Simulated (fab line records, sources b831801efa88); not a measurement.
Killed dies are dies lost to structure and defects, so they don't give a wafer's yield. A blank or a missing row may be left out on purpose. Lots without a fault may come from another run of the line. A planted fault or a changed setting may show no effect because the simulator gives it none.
Problem report in the 8D (eight disciplines) form, filled by code | flow sky130 | the parts of the form that need people (team, actions taken, sign-off) are left out

1. THE PROBLEM
chamber_pressure_pa at SKY_LI_CONTACT_SPUTTER_19 reads a mean of 6.041 Pa on 6 wafers of 2 lots; wafers without a fault read 5.001 Pa with a standard deviation of 0.011. That is +95 standard deviations from the usual mean.
The step: material Ti, target thk 20 nm, time 106.37 s.
First seen on wafer L950.2, day 31 00:23, on pvd_sputter-04. The record holds 18 wafers of 6 lots with a number at this step. Rule for "out", or "out of limits": more than 4 standard deviations from the usual mean. The other wafers with a number count as sound.

2. WHAT IT IS AND WHAT IT IS NOT
question                    | is                     | is not
which readings at this step | chamber_pressure_pa    | -
which lots                  | L950, L951             | L946, L961, L962, L969
which wafers of those lots  | all that have a number | -
read on which tools         | pvd_sputter-04         | pvd_sputter-01, pvd_sputter-02
when                        | from day 31 00:23      | up to then (3 sound wafers); but 9 sound wafers of L961, L962, L969 came after

3. SUSPECTS, AND WHAT RULES EACH OUT
Counting: a tool at a process step up to the reading stays a suspect if it ran every lot that is out and no sound lot after the first of them.
- pvd_sputter-04 at SKY_LI_CONTACT_SPUTTER_19 (material Ti, target thk 20 nm, time 106.37 s): ruled out as a lasting fault. Sound lots L969 ran on it after its first lot that is out, L950 (day 31 00:23).
Left after counting: nothing in the record.

4. THE CAUSE (what the simulator had put in)
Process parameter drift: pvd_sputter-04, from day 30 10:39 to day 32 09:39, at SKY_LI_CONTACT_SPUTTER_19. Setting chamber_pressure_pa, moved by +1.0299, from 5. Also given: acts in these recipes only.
Counting ruled it out, wrongly.

5. THE CHAIN OF EFFECTS, in route order
Each row: a reading whose mean over the struck wafers that have a number lies more than 3 standard deviations from the usual. Only readings for which the record gives a usual standard deviation are gone through. hours: the time from each lot's start at the first step in this table that gives one to its start at this step, as a median over the lots. sigmas: the change in usual standard deviations.
hours | step                      | reading             | usual    | on struck wafers | change | sigmas
0     | SKY_LI_CONTACT_SPUTTER_19 | chamber_pressure_pa | 5.001 Pa | 6.041            | +1.040 | +95
The process steps in it:
- SKY_LI_CONTACT_SPUTTER_19: material Ti, target thk 20 nm, time 106.37 s.

6. WHAT WOULD HAVE CAUGHT IT SOONER
In this record the first reading out of limits was taken at day 31 00:23, 14 hours after the fault began at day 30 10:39.
